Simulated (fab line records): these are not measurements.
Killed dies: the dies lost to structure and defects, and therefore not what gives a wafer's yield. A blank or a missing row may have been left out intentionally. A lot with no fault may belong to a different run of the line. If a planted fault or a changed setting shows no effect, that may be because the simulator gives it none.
Which tool did it? | flow sky130 | Sampling: 24 lots, 72 wafers, 6 of 708 route steps

## WHAT THE GAUGES READ, wafer by wafer
SKY_VIA2_BOW_MEAS_03. Usual: VIA2_BOW gives 86 um (standard deviation 6.7).
lot  | measured     | on           | VIA2_BOW (um) | flag
L074 | day 35 00:28 | filmMetro-04 | 87 88 85      | 
L075 | day 35 14:34 | filmMetro-04 | 95 84 70      | 
L076 | day 36 08:21 | filmMetro-04 | 88 89 88      | 
L077 | day 36 17:53 | filmMetro-02 | 87 77 81      | 
L079 | day 36 21:20 | filmMetro-03 | 99 95 78      | 
L078 | day 37 04:50 | filmMetro-04 | 80 84 92      | 
L080 | day 37 09:11 | filmMetro-04 | 81 79 84      | 
L081 | day 37 21:52 | filmMetro-04 | 93 86 90      | 
L082 | day 37 22:31 | filmMetro-04 | 86 76 89      | 
L083 | day 38 00:10 | filmMetro-03 | 92 102 89     | 
L084 | day 38 10:40 | filmMetro-02 | 80 89 79      | 
L085 | day 38 20:47 | filmMetro-03 | 86 88 84      | 
L086 | day 39 02:40 | filmMetro-04 | 92 90 92      | 
L087 | day 39 11:47 | filmMetro-04 | 77 86 79      | 
L089 | day 39 19:53 | filmMetro-04 | 79 78 88      | 
L088 | day 39 22:32 | filmMetro-03 | 85 96 88      | 
L090 | day 40 08:25 | filmMetro-03 | 95 85 79      | 
L091 | day 40 15:20 | filmMetro-04 | 86 91 94      | 
L092 | day 40 18:02 | filmMetro-02 | 76 85 87      | 
L093 | day 41 01:23 | filmMetro-02 | 82 83 88      | 
L094 | day 41 11:33 | filmMetro-02 | 96 81 80      | 
L095 | day 41 11:43 | filmMetro-03 | 85 77 87      | 
L096 | day 41 18:16 | filmMetro-04 | 94 86 89      | 
L097 | day 42 03:37 | filmMetro-03 | 91 93 102     | 

SKY_METAL3_OVL_MEAS_14. Usual: METAL3_OVL gives -3 nm (standard deviation 5.1).
lot  | measured     | on         | METAL3_OVL (nm) | flag
L074 | day 38 07:27 | overlay-01 | -13 -3 -13      | 
L075 | day 38 21:22 | overlay-01 | 5 10 1          | 
L076 | day 39 14:54 | overlay-01 | -10 -7 -3       | 
L077 | day 39 23:07 | overlay-02 | -5 -8 -8        | 
L079 | day 40 03:37 | overlay-01 | -13 -7 -7       | 
L078 | day 40 09:38 | overlay-01 | -8 -7 -1        | 
L080 | day 40 14:56 | overlay-01 | -4 -10 -3       | 
L081 | day 41 02:59 | overlay-02 | -9 -3 3         | 
L082 | day 41 03:43 | overlay-02 | -7 -13 0        | 
L083 | day 41 05:28 | overlay-02 | -11 -4 -1       | 
L084 | day 41 15:35 | overlay-01 | 9 0 2           | 
L085 | day 42 01:02 | overlay-01 | 0 -6 -4         | 
L086 | day 42 06:24 | overlay-01 | 7 3 -4          | 
L087 | day 42 14:32 | overlay-02 | -8 -7 -4        | 
L089 | day 42 21:38 | overlay-01 | -3 -8 -3        | 
L088 | day 43 00:40 | overlay-01 | 0 -8 -1         | 
L090 | day 43 09:40 | overlay-01 | 5 7 1           | 
L091 | day 43 15:15 | overlay-02 | -5 -15 -10      | 
L092 | day 43 18:41 | overlay-01 | -3 -5 -8        | 
L093 | day 44 02:26 | overlay-02 | -4 -5 -1        | 
L094 | day 44 11:41 | overlay-02 | 3 -3 2          | 
L095 | day 44 12:05 | overlay-01 | -7 2 -1         | 
L096 | day 44 16:46 | overlay-01 | 4 1 -2          | 
L097 | day 45 02:03 | overlay-01 | -7 -6 2         | 

SKY_VIA3_THK_MEAS_01. Usual: VIA3_HDPCVD_THK gives 1640 nm (standard deviation 15).
lot  | measured     | on           | VIA3_HDPCVD_THK (nm) | flag
L074 | day 38 08:35 | filmMetro-03 | 1655 1655 1643       | 
L075 | day 38 22:30 | filmMetro-04 | 1658 1662 1644       | 
L076 | day 39 16:26 | filmMetro-04 | 1648 1654 1651       | 
L077 | day 40 00:14 | filmMetro-01 | 1636 1676 1645       | 
L079 | day 40 04:46 | filmMetro-01 | 1680 1653 1677       | 
L078 | day 40 10:45 | filmMetro-03 | 1645 1637 1633       | 
L080 | day 40 16:08 | filmMetro-03 | 1635 1636 1643       | 
L081 | day 41 04:11 | filmMetro-04 | 1626 1634 1615       | 
L082 | day 41 04:51 | filmMetro-01 | 1656 1636 1649       | 
L083 | day 41 06:38 | filmMetro-04 | 1639 1645 1652       | 
L084 | day 41 16:44 | filmMetro-03 | 1641 1644 1638       | 
L085 | day 42 02:17 | filmMetro-04 | 1608 1627 1636       | 
L086 | day 42 07:37 | filmMetro-03 | 1619 1640 1620       | 
L087 | day 42 15:43 | filmMetro-01 | 1619 1640 1623       | 
L089 | day 42 22:48 | filmMetro-04 | 1645 1630 1632       | 
L088 | day 43 01:47 | filmMetro-01 | 1659 1672 1641       | 
L090 | day 43 10:47 | filmMetro-01 | 1632 1621 1633       | 
L091 | day 43 16:23 | filmMetro-01 | 1647 1646 1635       | 
L092 | day 43 19:49 | filmMetro-01 | 1638 1612 1619       | 
L093 | day 44 03:34 | filmMetro-03 | 1621 1611 1652       | 
L094 | day 44 12:49 | filmMetro-01 | 1634 1654 1626       | 
L095 | day 44 13:13 | filmMetro-04 | 1626 1640 1634       | 
L096 | day 44 17:54 | filmMetro-01 | 1657 1649 1673       | 
L097 | day 45 03:18 | filmMetro-04 | 1618 1617 1625       | 

## WHICH TOOL RAN EACH LOT (tool, then ch and the chambers of the sampled wafers, then the start)
lot  | SKY_METAL2_DESCUM_17             | SKY_CAPM_SPUTTER_02         | SKY_METAL3_METAL_ETCH_18
L074 | rieMetal-02 ch 0, day 34 22:56   | pvdSputter-03, day 36 03:28 | rieMetal-04 ch 0,1, day 38 07:41
L075 | rieMetal-02 ch 0, day 35 12:50   | pvdSputter-01, day 36 17:47 | rieMetal-03 ch 0,1, day 38 21:36
L076 | rieMetal-02 ch 0, day 36 06:55   | pvdSputter-01, day 37 12:17 | rieMetal-04 ch 0,1, day 39 15:05
L077 | rieMetal-03 ch 0,1, day 36 16:37 | pvdSputter-03, day 37 20:40 | rieMetal-04 ch 0,1, day 39 23:17
L079 | rieMetal-04 ch 0,1, day 36 19:58 | pvdSputter-03, day 38 01:10 | rieMetal-01 ch 0,1, day 40 03:51
L078 | rieMetal-02 ch 0,1, day 37 03:34 | pvdSputter-03, day 38 08:19 | rieMetal-03 ch 0,1, day 40 09:49
L080 | rieMetal-04 ch 0,1, day 37 07:55 | pvdSputter-03, day 38 12:14 | rieMetal-01 ch 0,1, day 40 15:07
L081 | rieMetal-04 ch 0,1, day 37 20:34 | pvdSputter-03, day 39 01:13 | rieMetal-04 ch 0,1, day 41 03:10
L082 | rieMetal-03 ch 0,1, day 37 21:13 | pvdSputter-01, day 39 01:30 | rieMetal-01 ch 0,1, day 41 03:57
L083 | rieMetal-02 ch 0,1, day 37 22:52 | pvdSputter-01, day 39 02:58 | rieMetal-03 ch 0,1, day 41 05:42
L084 | rieMetal-03 ch 0,1, day 38 09:25 | pvdSputter-01, day 39 13:33 | rieMetal-03 ch 0,1, day 41 15:46
L085 | rieMetal-02 ch 1, day 38 19:28   | pvdSputter-03, day 39 23:40 | rieMetal-04 ch 0,1, day 42 01:13
L086 | rieMetal-03 ch 0,1, day 39 01:22 | pvdSputter-03, day 40 05:17 | rieMetal-01 ch 0,1, day 42 06:38
L087 | rieMetal-04 ch 1, day 39 10:25   | pvdSputter-01, day 40 13:49 | rieMetal-01 ch 0, day 42 14:43
L089 | rieMetal-03 ch 0,1, day 39 18:35 | pvdSputter-03, day 40 21:45 | rieMetal-03 ch 0,1, day 42 21:52
L088 | rieMetal-03 ch 0,1, day 39 21:13 | pvdSputter-04, day 41 00:47 | rieMetal-04 ch 0,1, day 43 00:52
L090 | rieMetal-02 ch 1, day 40 06:58   | pvdSputter-01, day 41 10:01 | rieMetal-03 ch 1, day 43 09:52
L091 | rieMetal-04 ch 0,1, day 40 14:01 | pvdSputter-03, day 41 17:00 | rieMetal-01 ch 0,1, day 43 15:26
L092 | rieMetal-02 ch 1, day 40 16:31   | pvdSputter-01, day 41 19:50 | rieMetal-04 ch 0,1, day 43 18:52
L093 | rieMetal-04 ch 0,1, day 41 00:07 | pvdSputter-01, day 42 03:04 | rieMetal-04 ch 0,1, day 44 02:37
L094 | rieMetal-02 ch 0,1, day 41 10:13 | pvdSputter-04, day 42 13:05 | rieMetal-03 ch 0,1, day 44 11:52
L095 | rieMetal-04 ch 0,1, day 41 10:13 | pvdSputter-01, day 42 13:59 | rieMetal-04 ch 0,1, day 44 12:16
L096 | rieMetal-02 ch 0,1, day 41 16:55 | pvdSputter-03, day 42 18:56 | rieMetal-04 ch 0,1, day 44 16:58
L097 | rieMetal-04 ch 0,1, day 42 02:19 | pvdSputter-03, day 43 05:01 | rieMetal-04 ch 0,1, day 45 02:14
- SKY_METAL2_DESCUM_17: chemistry O2, time 8 s.
- SKY_CAPM_SPUTTER_02: material TiN, target thk 200 nm, time 166.7 s.
- SKY_METAL3_METAL_ETCH_18: etches the open film in Cl2/BCl3, stops on SiO2, target depth 845 nm, time 183.1 s.

## AS READ BY THE TOOLS THEMSELVES (means over the sampled wafers that have a number; for cases with no such wafer, the mark the record gives instead)
SKY_METAL2_DESCUM_17. Usual: drypumpMotorCurrentA 5.5 A, standard deviation 0.39; heBacksideLeakSccm 3.3 sccm, standard deviation 0.33; oesProductAu 0.999 a.u., standard deviation 0.0084.
lot  | tool        | drypumpMotorCurrentA (A) | heBacksideLeakSccm (sccm) | oesProductAu (a.u.) | flag
L074 | rieMetal-02 | 5.8                      | 3.2                       | 0.992               | 
L075 | rieMetal-02 | 5.7                      | 3.4                       | 1.006               | 
L076 | rieMetal-02 | 5.8                      | 3.4                       | 0.997               | 
L077 | rieMetal-03 | 5.3                      | 3.5                       | 1.009               | 
L079 | rieMetal-04 | 5.9                      | 3.3                       | 0.999               | 
L078 | rieMetal-02 | 5.5                      | 3.2                       | 1.003               | 
L080 | rieMetal-04 | 5.9                      | 3.3                       | 1.000               | 
L081 | rieMetal-04 | 5.9                      | 3.3                       | 1.001               | 
L082 | rieMetal-03 | 5.3                      | 3.5                       | 1.002               | 
L083 | rieMetal-02 | 5.4                      | 3.2                       | 0.994               | 
L084 | rieMetal-03 | 5.3                      | 3.4                       | 1.007               | 
L085 | rieMetal-02 | 4.9                      | 3.1                       | 0.997               | 
L086 | rieMetal-03 | 5.3                      | 3.5                       | 1.004               | 
L087 | rieMetal-04 | 5.8                      | 3.4                       | 0.988               | 
L089 | rieMetal-03 | 5.3                      | 3.4                       | 1.012               | 
L088 | rieMetal-03 | 5.2                      | 3.4                       | 0.997               | 
L090 | rieMetal-02 | 4.9                      | 3.1                       | 0.993               | 
L091 | rieMetal-04 | 5.9                      | 3.3                       | 0.998               | 
L092 | rieMetal-02 | 4.9                      | 3.2                       | 0.997               | 
L093 | rieMetal-04 | 6.0                      | 3.2                       | 0.989               | 
L094 | rieMetal-02 | 5.2                      | 3.1                       | 1.004               | 
L095 | rieMetal-04 | 5.9                      | 3.4                       | 0.996               | 
L096 | rieMetal-02 | 5.5                      | 3.2                       | 1.002               | 
L097 | rieMetal-04 | 5.9                      | 3.4                       | 1.004               | 

SKY_CAPM_SPUTTER_02. Usual: throttleValvePct reads 30.2 % (standard deviation 1.2).
lot  | tool          | throttleValvePct (%) | flag
L074 | pvdSputter-03 | 29.8                 | 
L075 | pvdSputter-01 | 31.1                 | 
L076 | pvdSputter-01 | 31.1                 | 
L077 | pvdSputter-03 | 29.3                 | 
L079 | pvdSputter-03 | 28.5                 | 
L078 | pvdSputter-03 | 28.7                 | 
L080 | pvdSputter-03 | 29.4                 | 
L081 | pvdSputter-03 | 29.9                 | 
L082 | pvdSputter-01 | 31.2                 | 
L083 | pvdSputter-01 | 31.3                 | 
L084 | pvdSputter-01 | 31.4                 | 
L085 | pvdSputter-03 | 29.4                 | 
L086 | pvdSputter-03 | 30.2                 | 
L087 | pvdSputter-01 | 31.1                 | 
L089 | pvdSputter-03 | 30.3                 | 
L088 | pvdSputter-04 | 30.8                 | 
L090 | pvdSputter-01 | 31.2                 | 
L091 | pvdSputter-03 | 28.7                 | 
L092 | pvdSputter-01 | 30.9                 | 
L093 | pvdSputter-01 | 31.2                 | 
L094 | pvdSputter-04 | 30.6                 | 
L095 | pvdSputter-01 | 31.4                 | 
L096 | pvdSputter-03 | 29.1                 | 
L097 | pvdSputter-03 | 28.8                 | 

SKY_METAL3_METAL_ETCH_18. Usual: drypumpMotorCurrentA 5.8 A, standard deviation 0.43; heBacksideLeakSccm 3.3 sccm, standard deviation 0.4; oesProductAu 0.864 a.u., standard deviation 0.0061; throttleValvePct 22.265 %, standard deviation 0.0095.
lot  | tool        | drypumpMotorCurrentA (A) | heBacksideLeakSccm (sccm) | oesProductAu (a.u.) | throttleValvePct (%) | flag
L074 | rieMetal-04 | 5.9                      | 3.2                       | 0.861               | 22.258               | 
L075 | rieMetal-03 | 5.2                      | 3.2                       | 0.858               | 22.265               | 
L076 | rieMetal-04 | 5.9                      | 3.2                       | 0.870               | 22.257               | 
L077 | rieMetal-04 | 5.9                      | 3.2                       | 0.860               | 22.258               | 
L079 | rieMetal-01 | 6.5                      | 3.1                       | 0.863               | 22.269               | 
L078 | rieMetal-03 | 5.3                      | 3.3                       | 0.871               | 22.269               | 
L080 | rieMetal-01 | 6.3                      | 3.3                       | 0.866               | 22.266               | 
L081 | rieMetal-04 | 5.9                      | 3.3                       | 0.865               | 22.267               | 
L082 | rieMetal-01 | 6.5                      | 3.3                       | 0.859               | 22.263               | 
L083 | rieMetal-03 | 5.3                      | 3.4                       | 0.862               | 22.274               | 
L084 | rieMetal-03 | 5.3                      | 3.4                       | 0.869               | 22.271               | 
L085 | rieMetal-04 | 5.8                      | 3.3                       | 0.865               | 22.264               | 
L086 | rieMetal-01 | 6.3                      | 3.3                       | 0.865               | 22.269               | 
L087 | rieMetal-01 | 6.2                      | 3.6                       | 0.869               | 22.261               | 
L089 | rieMetal-03 | 5.3                      | 3.4                       | 0.859               | 22.264               | 
L088 | rieMetal-04 | 5.9                      | 3.2                       | 0.861               | 22.271               | 
L090 | rieMetal-03 | 5.1                      | 3.1                       | 0.869               | 22.258               | 
L091 | rieMetal-01 | 6.3                      | 3.4                       | 0.862               | 22.258               | 
L092 | rieMetal-04 | 5.9                      | 3.2                       | 0.867               | 22.266               | 
L093 | rieMetal-04 | 5.9                      | 3.3                       | 0.864               | 22.271               | 
L094 | rieMetal-03 | 5.3                      | 3.4                       | 0.866               | 22.265               | 
L095 | rieMetal-04 | 5.9                      | 3.4                       | 0.856               | 22.276               | 
L096 | rieMetal-04 | 5.9                      | 3.3                       | 0.870               | 22.269               | 
L097 | rieMetal-04 | 6.0                      | 3.3                       | 0.855               | 22.257               | 

## THE ANSWER, worked out from the rows above alone
Rule: a lot counts as off when the mean over its wafers that have a number is more than 3 standard deviations away from the usual mean. Also off: a lot with no number at a reading for which 4 or more lots have one. The other lots that the step has rows for count as sound. Order of review: gauges by route order, followed by the tools' own readings, for which a lot's mean as printed above is used. The first step at which some lot is off is used, and at that step the reading that is off furthest; a lot without a number counts as furthest.
No lot is off on any of the readings shown, so nothing can be concluded from this.

## WHAT HAD BEEN PUT IN BY THE SIMULATOR
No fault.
